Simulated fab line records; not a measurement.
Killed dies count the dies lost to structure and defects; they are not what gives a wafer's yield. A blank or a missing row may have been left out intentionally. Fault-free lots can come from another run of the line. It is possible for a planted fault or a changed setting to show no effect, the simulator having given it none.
A lot that was struck, set against a sound lot :: flow sky130 :: 17 out of 708 route steps
Sound: the wafers L403.1, L403.3, L403.4. Struck: wafer L413.3. (L413.4, L413.6 of the same lot were not struck and are left out.) The cause comes at the end.
Each step with rows lists, per side, the tool, then ch with its chambers, then its first start. Under that, the readings that differ: sound wafers :: struck wafers :: difference of the means :: sigmas: that difference in standard deviations of wafers without a fault.
alike: same words and numbers on both sides, and readings whose means sit less than 2 such deviations apart. not compared: any withheld reading, any reading some wafer has no value for, any bound like >300 that may hide the same value, and any number with overlapping values for which the record gives no deviation.
The two part at a step that has a row with sigmas, a row that says differs or no value, or rows on one side only. When numbers do not overlap yet have no deviation, they are printed without sigmas and do not part them. Lack of a reading on every wafer of one side parts them only where that side has two or more wafers.

first, 3 steps without rows for these wafers: SKY_VIA3_EXPOSE_09 (exposes mask VIM3, target cd 200 nm); SKY_VIA3_PEB_10; SKY_VIA3_DEVELOP_11 (develop time 60 s).
SKY_VIA3_CD_MEAS_12: the cd target is 200 nm.
  sound on cd_sem-01, day 41 04:49; struck on cd_sem-02, day 44 04:38
  alike: cd_nm
SKY_VIA3_OVL_MEAS_13:
  sound on overlay-01, day 41 04:56; struck on overlay-02, day 44 04:43
  alike: VIA3_OVL
SKY_VIA3_ETCH_14: etches BARC in N2/H2, stops on SiO2, time 45.9 s, target depth 60 nm.
  sound on rie_diel-03 ch 1,2,3, day 41 04:58; struck on rie_diel-03 ch 2, day 44 04:44
reading: rf_hours_counter_h (h)
sound: 13 17 17
struck: 19
difference: +3
sigmas: 
  alike: drypump_motor_current_A, oes_product_au, throttle_valve_pct
SKY_VIA3_ETCH_15: etches SiO2 in C4F8/O2/Ar, stops on TiN, target depth 507 nm, time 78 s.
  sound on rie_diel-03 ch 1,2,3, day 41 05:01; struck on rie_diel-03 ch 2, day 44 04:47
reading: rf_hours_counter_h (h)
sound: 13 17 17
struck: 19
difference: +3
sigmas: 
  alike: oes_product_au
SKY_VIA3_STRIP_16: strips in O2/N2.
  sound on plasma_asher-01 ch 0,1, day 41 05:04; struck on plasma_asher-04 ch 0, day 44 04:53
  alike: drypump_motor_current_A, oes_product_au, strip_time_to_endpoint_s
  not compared: rf_hours_counter_h
then, 3 steps without rows for these wafers: SKY_VIA3_STRIP_17 (strips in post etch residue remover, time 1200 s); SKY_VIA3_CLEAN_18 (cleans in IPA, time 180 s); SKY_VIA3_CLEAN_19 (cleans in O3/DIW).
SKY_VIA3_SPUTTER_20: material TiN, target thk 20 nm, time 80 s.
  sound on pvd_sputter-04, day 41 05:40; struck on pvd_sputter-02, day 44 05:27
  alike: throttle_valve_pct
SKY_VIA3_CVD_21: deposits W, target thk 390 nm, time 117.31 s.
  sound on cvd_w-02 ch 0,1, day 41 05:43; struck on cvd_w-01 ch 0, day 44 05:33
reading: model.W_of_VIA3_CVD_21.thk_nm (nm)
sound: 396.1 394.1 398.6
struck: 428.2
difference: +31.9
sigmas: 
  alike: heater_power_w, susceptor_temp_C
  not compared: since_wet_clean_h
SKY_VIA3_RS_MEAS_22: a four-point-probe measurement.
  sound on film_metro-02, day 41 05:50; struck on film_metro-04, day 44 05:40
reading: VIA3_W_RS (ohm/sq)
sound: 0.2893 0.2907 0.2881
struck: 0.2672
difference: -0.0222
sigmas: -8
SKY_VIA3_THK_MEAS_23: measures by xrf.
  sound on film_metro-02, day 41 05:58; struck on film_metro-04, day 44 05:46
reading: VIA3_W_THK (nm)
sound: 392 390 392
struck: 423
difference: +32
sigmas: +7
SKY_VIA3_CMP_24: polishes, stops on SiO2, t overpolish 20 s, target thk 0 nm.
  sound on cmp-01 ch 0,2,3, day 41 06:01; struck on cmp-01 ch 0, day 44 05:49
  alike: motor_current_A, time_to_endpoint_s
following that, these wafers have no rows for 1 step: SKY_PAD_OPEN_PROBE_99.

## WHERE THEY PART
At SKY_VIA3_RS_MEAS_22 first; at SKY_VIA3_THK_MEAS_23 last (within this record only). Later steps at which nothing parts them and some readings are alike: SKY_VIA3_CMP_24.

WHY: what the simulator had put in
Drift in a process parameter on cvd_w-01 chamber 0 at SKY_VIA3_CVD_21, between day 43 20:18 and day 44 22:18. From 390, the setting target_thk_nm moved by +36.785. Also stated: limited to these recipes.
